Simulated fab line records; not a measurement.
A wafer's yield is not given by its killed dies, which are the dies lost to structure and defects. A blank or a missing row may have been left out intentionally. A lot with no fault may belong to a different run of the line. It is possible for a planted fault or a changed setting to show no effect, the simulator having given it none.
fab line records ; flow sky130 ; part 1 of 2: steps 1 to 23 of 32
record lots=5; wafers=15; last_day=50
route steps=708 shown METAL3@565 VIA3@573
lots that met no fault: taken from a fault-free run of the same line
start_h: hours from the record's opening day to when the first of the lot's shown wafers began ; wait_h: how many hours have passed since the lot's step before this one ; " unchanged from the row above ; L1.1+2: one row covering several wafers at once ; - either no value or no given start ; * or withheld: withheld ; < > ~ a bound
route shown NAME@n: NAME is a module with steps in the file, n the number in the route of the first one ; usual: mean and standard deviation over wafers with no fault ; same: alike in all rows ; chamber/n: place in a boat ; sites: readings site by site ; _std_site: how widely they spread, as a standard deviation ; _edge_site: mean of outer sites minus mean of inner sites ; radius_mm: how far each site lies from the wafer's centre ; mask NAME#n: copy n ; behind: tool/chamber where the wafer was last shaped ; hold: the reason the lot was held/the length of the hold in hours/how it ended ; device: the n, p or np transistor that did not switch ; end of line: tests run on the same wafers once the route is complete ; step lacking rows: just its recipe ; killed: dies lost to structure and defects at the first sort, not the wafer's yield ; map: a wafer's dies, marking killed ones x, the rest . and places with no die _
set.NAME: the run value of the setting; set.NAME@STEP: its run value at that earlier step ; model.NAME: the simulator's own value behind a step, which no gauge read
certain route steps with their lots: each step a table, each wafer a row
services: when a tool's chamber went out of use (start_h, in hours from the record's first day, below 0 if earlier), for how many hours, and the reason
## steps
# step SKY_METAL3_DESCUM_15
# recipe chemistry=O2; source_power_w=150; bias_power_w=0; pressure_mtorr=10; temp_c=40; time_s=8
# usual drypump_motor_current_A=5.86/0.2; oes_product_au=1.003/0.0074
# same bias_power_w=0
lot.wafer;tool;chamber;start_h;wait_h;drypump_motor_current_A;oes_product_au;rf_hours_counter_h
L080.2;rie_metal-03;1;956.91;0.0;5.60;1.001;10
L080.4;rie_metal-03;1;956.91;0.0;5.61;1.006;-
L080.5;rie_metal-03;0;956.91;0.0;5.54;1.002;-
L084.3;rie_metal-02;1;984.49;0.0;5.95;0.999;-
L084.4;rie_metal-02;0;984.49;0.0;5.88;0.996;-
L084.6;rie_metal-02;1;984.49;0.0;5.96;1.005;-
L094.1;rie_metal-03;0;1033.81;0.0;5.57;0.995;21
L094.2;rie_metal-03;1;1033.81;0.0;5.65;1.001;14
L094.5;rie_metal-03;0;1033.81;0.0;5.59;1.004;-
L095.2;rie_metal-02;0;1036.65;0.0;5.88;1.008;7
L095.3;rie_metal-02;0;1036.65;0.0;5.87;1.020;-
L095.4;rie_metal-02;1;1036.65;0.0;5.96;1.015;-
L097.2;rie_metal-02;0;1051.96;0.0;5.89;1.008;8
L097.3;rie_metal-02;1;1051.96;0.0;5.96;1.016;-
L097.6;rie_metal-02;0;1051.96;0.0;5.87;1.009;-
# step SKY_METAL3_ETCH_16
# recipe chemistry=N2/H2; target=BARC; ion_energy_ev=200; bias_w=100; pressure_mtorr=30; n2_flow_sccm=100; h2_flow_sccm=200; icp_w=500; stop_on=SiO2; time_s=88.2; target_depth_a=600
# usual bias_w=100.0/0.33; drypump_motor_current_A=5.87/0.2; h2_flow_sccm=200.0/0.54; oes_product_au=0.626/0.0049; throttle_valve_pct=13.204/0.0096
lot.wafer;tool;chamber;start_h;wait_h;bias_w;drypump_motor_current_A;h2_flow_sccm;oes_product_au;rf_hours_counter_h;throttle_valve_pct
L080.2;rie_metal-03;1;956.94;0.0;100.2;5.62;198.8;0.618;10;13.208
L080.4;rie_metal-03;1;956.94;0.0;100.1;5.64;199.5;0.632;-;13.178
L080.5;rie_metal-03;0;956.94;0.0;99.7;5.58;199.7;0.636;-;13.215
L084.3;rie_metal-02;1;984.54;0.0;100.1;5.94;200.0;0.619;-;13.194
L084.4;rie_metal-02;0;984.54;0.0;100.0;5.90;199.6;0.637;-;13.201
L084.6;rie_metal-02;1;984.54;0.0;100.6;5.99;200.6;0.625;-;13.223
L094.1;rie_metal-03;0;1033.84;0.0;100.5;5.58;200.4;0.626;21;13.211
L094.2;rie_metal-03;1;1033.84;0.0;100.2;5.65;200.1;0.628;14;13.202
L094.5;rie_metal-03;0;1033.84;0.0;100.0;5.58;199.6;0.628;-;13.210
L095.2;rie_metal-02;0;1036.68;0.0;99.8;5.90;200.8;0.622;7;13.198
L095.3;rie_metal-02;0;1036.68;0.0;99.8;5.88;199.4;0.622;-;13.227
L095.4;rie_metal-02;1;1036.68;0.0;99.8;5.94;199.6;0.622;-;13.210
L097.2;rie_metal-02;0;1051.99;0.0;100.4;5.87;199.8;0.629;8;13.197
L097.3;rie_metal-02;1;1051.99;0.0;100.7;5.97;200.0;0.620;-;13.205
L097.6;rie_metal-02;0;1051.99;0.0;100.4;5.89;200.9;0.624;-;13.206
# step SKY_METAL3_ETCH_17
# recipe target=SiO2; stop_on=TiN; chemistry=C4F8/O2/Ar; source_w=1500; bias_w=1200; pressure_mtorr=40; c4f8_flow_sccm=withheld; O2_flow_sccm=6; Ar_flow_sccm=300; time_s=3.9; target_depth_a=150
# usual bias_w=1200/3.8; oes_product_au=0.754/0.0074
lot.wafer;tool;chamber;start_h;wait_h;bias_w;oes_product_au;rf_hours_counter_h
L080.2;rie_diel-04;3;957.04;0.1;1202;0.744;15
L080.4;rie_diel-04;1;957.04;0.1;1199;0.746;16
L080.5;rie_diel-04;2;957.04;0.1;1197;0.752;-
L084.3;rie_diel-03;2;984.61;0.0;1200;0.753;3
L084.4;rie_diel-03;0;984.61;0.0;1198;0.755;16
L084.6;rie_diel-03;1;984.61;0.0;1201;0.760;-
L094.1;rie_diel-04;3;1033.94;0.1;1201;0.756;18
L094.2;rie_diel-04;1;1033.94;0.1;1201;0.753;19
L094.5;rie_diel-04;3;1033.94;0.1;1200;0.754;-
L095.2;rie_diel-01;3;1036.78;0.1;1202;0.757;4
L095.3;rie_diel-01;2;1036.78;0.1;1192;0.743;12
L095.4;rie_diel-01;0;1036.78;0.1;1200;0.743;9
L097.2;rie_diel-04;3;1052.09;0.1;1199;0.745;18
L097.3;rie_diel-04;1;1052.09;0.1;1196;0.753;20
L097.6;rie_diel-04;0;1052.09;0.1;1203;0.751;-
# step SKY_METAL3_METAL_ETCH_18
# recipe target_depth_a=8450; stop_on=SiO2; over_etch_frac=0.3; time_s=183.1; chemistry=Cl2/BCl3; resist_sidewall_deg=88; pressure_mtorr=10; icp_w=900; bias_w=48.5; Cl2_flow_sccm=60; bcl3_flow_sccm=30
# usual bias_w=48.48/0.14; drypump_motor_current_A=5.90/0.24; oes_product_au=0.867/0.0055; throttle_valve_pct=22.265/0.0099
# same over_etch_frac=0.3
lot.wafer;tool;chamber;start_h;wait_h;bias_w;drypump_motor_current_A;oes_product_au;rf_hours_counter_h;throttle_valve_pct
L080.2;rie_metal-01;0;957.05;0.0;48.58;6.20;0.874;6;22.244
L080.4;rie_metal-01;1;957.05;0.0;48.29;6.03;0.869;-;22.288
L080.5;rie_metal-01;0;957.05;0.0;48.58;6.20;0.857;-;22.266
L084.3;rie_metal-03;0;984.75;0.1;48.40;5.60;0.866;-;22.264
L084.4;rie_metal-03;0;984.75;0.1;48.70;5.59;0.868;-;22.279
L084.6;rie_metal-03;0;984.75;0.1;48.39;5.57;0.872;-;22.277
L094.1;rie_metal-02;0;1033.95;0.0;48.59;5.88;0.855;7;22.256
L094.2;rie_metal-02;1;1033.95;0.0;48.31;5.98;0.867;16;22.265
L094.5;rie_metal-02;0;1033.95;0.0;48.70;5.87;0.868;-;22.256
L095.2;rie_metal-03;0;1036.80;0.0;48.36;5.59;0.866;21;22.248
L095.3;rie_metal-03;1;1036.80;0.0;48.65;5.60;0.865;-;22.269
L095.4;rie_metal-03;0;1036.80;0.0;48.37;5.58;0.863;-;22.268
L097.2;rie_metal-01;1;1052.10;0.0;48.33;6.04;0.867;19;22.253
L097.3;rie_metal-01;1;1052.10;0.0;48.51;6.04;0.867;-;22.268
L097.6;rie_metal-01;0;1052.10;0.0;48.33;6.20;0.866;-;22.266
# step SKY_METAL3_STRIP_19
# recipe chemistry=O2/N2; power_w=1400; pressure_mtorr=1500; platen_temp_c=withheld; o2_flow_sccm=3000; n2_flow_sccm=300; overash_fraction=0.5
# usual drypump_motor_current_A=5.6/0.35; oes_product_au=0.501/0.0051; strip_time_to_endpoint_s=6.51/0.058
lot.wafer;tool;chamber;start_h;wait_h;drypump_motor_current_A;oes_product_au;rf_hours_counter_h;strip_time_to_endpoint_s
L080.2;plasma_asher-01;0;957.23;0.1;5.1;0.494;54;6.58
L080.4;plasma_asher-01;1;957.23;0.1;5.6;0.507;-;6.58
L080.5;plasma_asher-01;1;957.23;0.1;5.6;0.504;-;6.58
L084.3;plasma_asher-02;1;985.02;0.2;5.1;0.512;-;6.57
L084.4;plasma_asher-02;0;985.02;0.2;5.6;0.509;-;6.57
L084.6;plasma_asher-02;0;985.02;0.2;5.7;0.501;-;6.49
L094.1;plasma_asher-04;1;1034.13;0.1;5.7;0.497;117;6.38
L094.2;plasma_asher-04;0;1034.13;0.1;6.2;0.492;117;6.36
L094.5;plasma_asher-04;0;1034.13;0.1;6.1;0.493;-;6.42
L095.2;plasma_asher-04;0;1036.97;0.1;6.1;0.499;117;6.46
L095.3;plasma_asher-04;1;1036.97;0.1;5.7;0.503;-;6.46
L095.4;plasma_asher-04;0;1036.97;0.1;6.1;0.504;-;6.51
L097.2;plasma_asher-01;1;1052.28;0.1;5.5;0.492;64;6.48
L097.3;plasma_asher-01;0;1052.28;0.1;5.1;0.509;-;6.50
L097.6;plasma_asher-01;0;1052.28;0.1;5.2;0.501;-;6.56
# step SKY_METAL3_STRIP_20
# recipe chemistry=post_etch_residue_remover; time_s=1200; temp_c=72.5
# usual bath_heat_duty_pct=15.2/1.2
lot.wafer;tool;chamber;start_h;wait_h;bath_heat_duty_pct
L080.2;wet_bench-04;3;957.33;0.1;15.6
L080.4;wet_bench-04;3;957.33;0.1;15.7
L080.5;wet_bench-04;3;957.33;0.1;16.4
L084.3;wet_bench-03;0;985.08;0.0;14.6
L084.4;wet_bench-03;0;985.08;0.0;13.9
L084.6;wet_bench-03;0;985.08;0.0;14.7
L094.1;wet_bench-02;0;1034.23;0.1;14.8
L094.2;wet_bench-02;0;1034.23;0.1;15.0
L094.5;wet_bench-02;0;1034.23;0.1;15.6
L095.2;wet_bench-02;3;1037.07;0.1;16.3
L095.3;wet_bench-02;3;1037.07;0.1;16.8
L095.4;wet_bench-02;3;1037.07;0.1;15.1
L097.2;wet_bench-03;2;1052.38;0.1;14.9
L097.3;wet_bench-03;2;1052.38;0.1;13.3
L097.6;wet_bench-03;2;1052.38;0.1;12.6
# step SKY_METAL3_CLEAN_21
# recipe chemistry=IPA; time_s=180; temp_c=25
# usual bath_heat_duty_pct=6.6/0.6
lot.wafer;tool;chamber;start_h;wait_h;bath_heat_duty_pct
L080.2;wet_bench-04;0;957.67;0.0;5.8
L080.4;wet_bench-04;0;957.67;0.0;5.4
L080.5;wet_bench-04;0;957.67;0.0;5.3
L084.3;wet_bench-04;2;985.42;0.0;6.2
L084.4;wet_bench-04;2;985.42;0.0;7.8
L084.6;wet_bench-04;2;985.42;0.0;6.9
L094.1;wet_bench-03;1;1034.57;0.0;6.6
L094.2;wet_bench-03;1;1034.57;0.0;6.7
L094.5;wet_bench-03;1;1034.57;0.0;6.7
L095.2;wet_bench-03;1;1037.42;0.0;6.9
L095.3;wet_bench-03;1;1037.42;0.0;6.7
L095.4;wet_bench-03;1;1037.42;0.0;6.2
L097.2;wet_bench-02;2;1052.72;0.0;6.5
L097.3;wet_bench-02;2;1052.72;0.0;6.9
L097.6;wet_bench-02;2;1052.72;0.0;6.4
# step SKY_METAL3_CLEAN_22
# recipe chemistry=O3/DIW; dry=n2_spin
lot.wafer;tool;chamber;start_h;wait_h
L080.2+4+5;wet_bench-04;1;957.73;0.0
L084.3+4+6;wet_bench-03;3;985.48;0.0
L094.1+2+5;wet_bench-02;2;1034.64;0.0
L095.2+3+4;wet_bench-04;2;1037.47;0.0
L097.2+3+6;wet_bench-02;2;1052.78;0.0
# step SKY_VIA3_HDPCVD_00
# recipe material=SiO2; target_thk_nm=1635; sigma_open_frac=0.3; time_s=272.5; temp_c=400; sih4_flow_sccm=60; pressure_mtorr=6
lot.wafer;tool;chamber;start_h;wait_h
L080.2+4+5;hdpcvd-02;2,0,2;957.82;0.0
L084.3+4+6;hdpcvd-02;2,2,0;985.57;0.0
L094.1+2+5;hdpcvd-01;0,1,1;1034.73;0.0
L095.2+3+4;hdpcvd-02;0,1,2;1037.57;0.0
L097.2+3+6;hdpcvd-01;2,0,2;1052.87;0.0
# step SKY_VIA3_THK_MEAS_01
# recipe reads=SiO2_of_VIA3_HDPCVD_00
# usual VIA3_HDPCVD_THK=1639/13
lot.wafer;tool;chamber;start_h;wait_h;VIA3_HDPCVD_THK[nm]
L080.2;film_metro-04;-;958.00;0.1;1628
L080.4;film_metro-04;-;958.00;0.1;1623
L080.5;film_metro-04;-;958.00;0.1;1614
L084.3;film_metro-03;-;985.76;0.1;1627
L084.4;film_metro-03;-;985.76;0.1;1638
L084.6;film_metro-03;-;985.76;0.1;1638
L094.1;film_metro-04;-;1034.90;0.1;1661
L094.2;film_metro-04;-;1034.90;0.1;1639
L094.5;film_metro-04;-;1034.90;0.1;1641
L095.2;film_metro-01;-;1037.74;0.1;1665
L095.3;film_metro-01;-;1037.74;0.1;1646
L095.4;film_metro-01;-;1037.74;0.1;1646
L097.2;film_metro-03;-;1053.05;0.1;1642
L097.3;film_metro-03;-;1053.05;0.1;1633
L097.6;film_metro-03;-;1053.05;0.1;1648
# step SKY_VIA3_CMP_02
# recipe material=SiO2; down_force_psi=4; platen_rpm=60; pad_velocity_m_s=0.94248
# usual motor_current_A=12.1/0.96
lot.wafer;tool;chamber;start_h;wait_h;motor_current_A
L080.4;cmp-01;2;958.15;0.1;13.7
L080.2;cmp-01;3;958.15;0.1;10.8
L080.5;cmp-01;1;958.15;0.1;11.5
L084.3;cmp-02;3;985.80;0.0;12.0
L084.4;cmp-02;1;985.80;0.0;12.6
L084.6;cmp-02;3;985.80;0.0;12.0
L094.2;cmp-02;0;1034.96;0.0;12.9
L094.1;cmp-02;3;1034.96;0.0;11.8
L094.5;cmp-02;1;1034.96;0.0;13.2
L095.4;cmp-02;0;1037.79;0.0;12.9
L095.2;cmp-02;1;1037.79;0.0;12.4
L095.3;cmp-02;3;1037.79;0.0;11.7
L097.2;cmp-02;1;1053.10;0.0;12.2
L097.3;cmp-02;3;1053.10;0.0;11.9
L097.6;cmp-02;1;1053.10;0.0;12.4
# step SKY_VIA3_BOW_MEAS_03
# recipe mode=bow
# usual VIA3_BOW=82/7.5
lot.wafer;tool;chamber;start_h;wait_h;VIA3_BOW[um]
L080.2;film_metro-03;-;958.37;0.1;87
L080.4;film_metro-03;-;958.37;0.1;87
L080.5;film_metro-03;-;958.37;0.1;77
L084.3;film_metro-04;-;986.14;0.3;82
L084.4;film_metro-04;-;986.14;0.3;80
L084.6;film_metro-04;-;986.14;0.3;84
L094.1;film_metro-04;-;1035.26;0.1;82
L094.2;film_metro-04;-;1035.26;0.1;86
L094.5;film_metro-04;-;1035.26;0.1;95
L095.2;film_metro-03;-;1038.11;0.2;75
L095.3;film_metro-03;-;1038.11;0.2;85
L095.4;film_metro-03;-;1038.11;0.2;93
L097.2;film_metro-03;-;1053.42;0.3;89
L097.3;film_metro-03;-;1053.42;0.3;82
L097.6;film_metro-03;-;1053.42;0.3;79
# step SKY_VIA3_DEHYDRATE_04
# recipe temp_c=200; time_s=60
# usual chill_plate_temp_C=23.02/0.11
lot.wafer;tool;chamber;start_h;wait_h;chill_plate_temp_C
L080.2;litho_track-03;0;970.62;12.2;22.93
L080.4;litho_track-03;0;970.62;12.2;23.11
L080.5;litho_track-03;0;970.62;12.2;23.00
L084.3;litho_track-03;0;997.29;11.1;23.03
L084.4;litho_track-03;0;997.29;11.1;23.01
L084.6;litho_track-03;0;997.29;11.1;23.04
L094.1;litho_track-01;0;1046.59;11.3;22.97
L094.2;litho_track-01;0;1046.59;11.3;23.15
L094.5;litho_track-01;0;1046.59;11.3;23.08
L095.2;litho_track-03;0;1049.32;11.2;23.09
L095.3;litho_track-03;0;1049.32;11.2;23.08
L095.4;litho_track-03;0;1049.32;11.2;22.96
L097.2;litho_track-01;0;1063.47;10.0;22.98
L097.3;litho_track-01;0;1063.47;10.0;22.85
L097.6;litho_track-01;0;1063.47;10.0;22.94
# step SKY_VIA3_HMDS_05
# recipe prime_time_s=60; prime_temp_c=120
# usual chill_plate_temp_C=23.01/0.11; prime_temp_c=119.99/0.13
lot.wafer;tool;chamber;start_h;wait_h;chill_plate_temp_C;prime_temp_c
L080.2;litho_track-03;0;970.77;0.1;23.28;119.89
L080.4;litho_track-03;0;970.77;0.1;23.25;120.10
L080.5;litho_track-03;0;970.77;0.1;23.17;120.18
L084.3;litho_track-03;0;997.44;0.1;22.92;120.06
L084.4;litho_track-03;0;997.44;0.1;23.25;119.93
L084.6;litho_track-03;0;997.44;0.1;23.12;119.95
L094.1;litho_track-01;0;1046.74;0.1;22.91;119.78
L094.2;litho_track-01;0;1046.74;0.1;22.81;120.03
L094.5;litho_track-01;0;1046.74;0.1;22.87;120.14
L095.2;litho_track-03;0;1049.47;0.1;22.90;119.95
L095.3;litho_track-03;0;1049.47;0.1;23.10;120.20
L095.4;litho_track-03;0;1049.47;0.1;23.04;120.10
L097.2;litho_track-01;0;1063.62;0.1;22.94;120.03
L097.3;litho_track-01;0;1063.62;0.1;23.01;120.04
L097.6;litho_track-01;0;1063.62;0.1;22.98;119.96
# step SKY_VIA3_COAT_06
# recipe resist=BARC; temp_c=withheld; time_s=withheld; spin_rpm=3000; resist_thk_nm=60
# usual chill_plate_temp_C=*
lot.wafer;tool;chamber;start_h;wait_h;chill_plate_temp_C
L080.2;litho_track-03;0;970.92;0.1;*
L080.4;litho_track-03;0;970.92;0.1;*
L080.5;litho_track-03;0;970.92;0.1;*
L084.3;litho_track-03;0;997.59;0.1;*
L084.4;litho_track-03;0;997.59;0.1;*
L084.6;litho_track-03;0;997.59;0.1;*
L094.1;litho_track-01;0;1046.89;0.1;*
L094.2;litho_track-01;0;1046.89;0.1;*
L094.5;litho_track-01;0;1046.89;0.1;*
L095.2;litho_track-03;0;1049.62;0.1;*
L095.3;litho_track-03;0;1049.62;0.1;*
L095.4;litho_track-03;0;1049.62;0.1;*
L097.2;litho_track-01;0;1063.77;0.1;*
L097.3;litho_track-01;0;1063.77;0.1;*
L097.6;litho_track-01;0;1063.77;0.1;*
# step SKY_VIA3_COAT_07
# recipe resist=KrF-thick; spin_rpm=3000; resist_thk_nm=450
# usual chill_plate_temp_C=22.97/0.11
lot.wafer;tool;chamber;start_h;wait_h;chill_plate_temp_C
L080.2;litho_track-03;0;-;-;22.91
L080.4;litho_track-03;0;-;-;22.80
L080.5;litho_track-03;0;-;-;23.06
L084.3;litho_track-03;0;-;-;23.11
L084.4;litho_track-03;0;-;-;23.02
L084.6;litho_track-03;0;-;-;23.07
L094.1;litho_track-01;0;-;-;22.86
L094.2;litho_track-01;0;-;-;22.94
L094.5;litho_track-01;0;-;-;22.96
L095.2;litho_track-03;0;-;-;23.15
L095.3;litho_track-03;0;-;-;22.90
L095.4;litho_track-03;0;-;-;23.07
L097.2;litho_track-01;0;-;-;22.84
L097.3;litho_track-01;0;-;-;22.82
L097.6;litho_track-01;0;-;-;22.85
# step SKY_VIA3_SOFTBAKE_08
# recipe temp_c=100; time_s=90; resist=KrF-thick
# usual chill_plate_temp_C=23.00/0.12
lot.wafer;tool;chamber;start_h;wait_h;chill_plate_temp_C
L080.2;litho_track-03;0;-;-;22.81
L080.4;litho_track-03;0;-;-;22.90
L080.5;litho_track-03;0;-;-;22.77
L084.3;litho_track-03;0;-;-;22.93
L084.4;litho_track-03;0;-;-;22.97
L084.6;litho_track-03;0;-;-;23.02
L094.1;litho_track-01;0;-;-;22.86
L094.2;litho_track-01;0;-;-;22.73
L094.5;litho_track-01;0;-;-;22.78
L095.2;litho_track-03;0;-;-;23.13
L095.3;litho_track-03;0;-;-;23.09
L095.4;litho_track-03;0;-;-;23.01
L097.2;litho_track-01;0;-;-;23.01
L097.3;litho_track-01;0;-;-;22.89
L097.6;litho_track-01;0;-;-;23.13
# step SKY_VIA3_EXPOSE_09
# recipe mask_id=VIM3; na=0.8; source_shape=annular; sigma_inner=0.55; sigma_outer=0.85; target_cd_nm=200; dose_mj=38
lot.wafer;tool;chamber;start_h;wait_h;mask
L080.2+4+5;krf_scanner-01;0;-;-;VIM3#0
L084.3+4+6;krf_scanner-02;0;-;-;VIM3#0
L094.1+2+5;krf_scanner-02;0;-;-;VIM3#0
L095.2+3+4;krf_scanner-02;0;-;-;VIM3#0
L097.2+3+6;krf_scanner-01;0;-;-;VIM3#0
# step SKY_VIA3_PEB_10
# recipe peb_temp_c=withheld; peb_time_s=withheld; resist=KrF-thick
# usual chill_plate_temp_C=*
lot.wafer;tool;chamber;start_h;wait_h;chill_plate_temp_C
L080.2;litho_track-03;0;-;-;*
L080.4;litho_track-03;0;-;-;*
L080.5;litho_track-03;0;-;-;*
L084.3;litho_track-04;0;-;-;*
L084.4;litho_track-04;0;-;-;*
L084.6;litho_track-04;0;-;-;*
L094.1;litho_track-03;0;-;-;*
L094.2;litho_track-03;0;-;-;*
L094.5;litho_track-03;0;-;-;*
L095.2;litho_track-03;0;-;-;*
L095.3;litho_track-03;0;-;-;*
L095.4;litho_track-03;0;-;-;*
L097.2;litho_track-01;0;-;-;*
L097.3;litho_track-01;0;-;-;*
L097.6;litho_track-01;0;-;-;*
# step SKY_VIA3_DEVELOP_11
# recipe develop_time_s=60; resist=KrF-thick; dev_temp_c=21
# usual chill_plate_temp_C=23.00/0.11
lot.wafer;tool;chamber;start_h;wait_h;chill_plate_temp_C
L080.2;litho_track-03;0;-;-;22.98
L080.4;litho_track-03;0;-;-;22.97
L080.5;litho_track-03;0;-;-;22.97
L084.3;litho_track-04;0;-;-;22.93
L084.4;litho_track-04;0;-;-;22.86
L084.6;litho_track-04;0;-;-;22.91
L094.1;litho_track-03;0;-;-;23.04
L094.2;litho_track-03;0;-;-;23.00
L094.5;litho_track-03;0;-;-;23.03
L095.2;litho_track-03;0;-;-;22.86
L095.3;litho_track-03;0;-;-;23.12
L095.4;litho_track-03;0;-;-;23.10
L097.2;litho_track-01;0;-;-;22.88
L097.3;litho_track-01;0;-;-;22.82
L097.6;litho_track-01;0;-;-;22.95
# step SKY_VIA3_CD_MEAS_12
# recipe target_cd_nm=200
# usual cd_nm=200.0/1.5
lot.wafer;tool;chamber;start_h;wait_h;cd_nm
L080.2;cd_sem-01;-;983.16;-;201.5
L080.4;cd_sem-01;-;983.16;-;200.6
L080.5;cd_sem-01;-;983.16;-;202.5
L084.3;cd_sem-02;-;1008.79;-;200.4
L084.4;cd_sem-02;-;1008.79;-;198.6
L084.6;cd_sem-02;-;1008.79;-;199.7
L094.1;cd_sem-02;-;1057.49;-;201.8
L094.2;cd_sem-02;-;1057.49;-;204.0
L094.5;cd_sem-02;-;1057.49;-;203.0
L095.2;cd_sem-02;-;1060.11;-;198.4
L095.3;cd_sem-02;-;1060.11;-;197.3
L095.4;cd_sem-02;-;1060.11;-;195.9
L097.2;cd_sem-01;-;1074.96;-;201.1
L097.3;cd_sem-01;-;1074.96;-;201.9
L097.6;cd_sem-01;-;1074.96;-;201.6
# step SKY_VIA3_OVL_MEAS_13
# usual VIA3_OVL=-4/5.5
lot.wafer;tool;chamber;start_h;wait_h;VIA3_OVL[nm]
L080.2;overlay-02;-;983.27;0.1;-8
L080.4;overlay-02;-;983.27;0.1;-10
L080.5;overlay-02;-;983.27;0.1;-4
L084.3;overlay-02;-;1008.88;0.1;-4
L084.4;overlay-02;-;1008.88;0.1;-6
L084.6;overlay-02;-;1008.88;0.1;-2
L094.1;overlay-01;-;1057.61;0.1;-7
L094.2;overlay-01;-;1057.61;0.1;-7
L094.5;overlay-01;-;1057.61;0.1;-3
L095.2;overlay-01;-;1060.22;0.1;-3
L095.3;overlay-01;-;1060.22;0.1;-6
L095.4;overlay-01;-;1060.22;0.1;-10
L097.2;overlay-01;-;1075.07;0.1;-14
L097.3;overlay-01;-;1075.07;0.1;-19
L097.6;overlay-01;-;1075.07;0.1;-7
# step SKY_VIA3_ETCH_14
# recipe chemistry=N2/H2; target=BARC; ion_energy_ev=200; source_w=500; bias_w=100; pressure_mtorr=30; n2_flow_sccm=100; h2_flow_sccm=200; stop_on=SiO2; time_s=45.9; target_depth_a=600
# usual bias_w=100.01/0.28; drypump_motor_current_A=5.6/0.55; h2_flow_sccm=200.0/0.64; oes_product_au=0.854/0.0043; throttle_valve_pct=13.224/0.0098
lot.wafer;tool;chamber;start_h;wait_h;bias_w;drypump_motor_current_A;h2_flow_sccm;oes_product_au;rf_hours_counter_h;throttle_valve_pct
L080.2;rie_diel-04;1;983.30;0.0;99.99;6.2;199.8;0.847;17;13.227
L080.4;rie_diel-04;2;983.30;0.0;99.98;6.0;198.8;0.852;16;13.219
L080.5;rie_diel-04;1;983.30;0.0;99.80;6.2;200.3;0.856;-;13.229
L084.3;rie_diel-04;1;1008.91;0.0;100.08;6.2;199.4;0.843;18;13.224
L084.4;rie_diel-04;0;1008.91;0.0;100.39;6.3;200.2;0.852;7;13.229
L084.6;rie_diel-04;3;1008.91;0.0;100.09;5.7;200.0;0.849;-;13.222
L094.1;rie_diel-04;2;1057.65;0.0;100.03;6.0;200.4;0.857;18;13.234
L094.2;rie_diel-04;0;1057.65;0.0;100.62;6.2;198.7;0.856;9;13.225
L094.5;rie_diel-04;3;1057.65;0.0;99.92;5.8;200.0;0.859;-;13.214
L095.2;rie_diel-03;3;1060.25;0.0;99.63;6.4;200.4;0.856;21;13.206
L095.3;rie_diel-03;1;1060.25;0.0;99.31;5.3;200.8;0.850;7;13.227
L095.4;rie_diel-03;2;1060.25;0.0;99.97;4.9;199.3;0.859;5;13.216
L097.2;rie_diel-03;3;1075.10;0.0;100.12;6.4;199.9;0.853;21;13.210
L097.3;rie_diel-03;1;1075.10;0.0;99.82;5.4;199.3;0.847;8;13.212
L097.6;rie_diel-03;1;1075.10;0.0;99.71;5.3;198.7;0.857;-;13.228
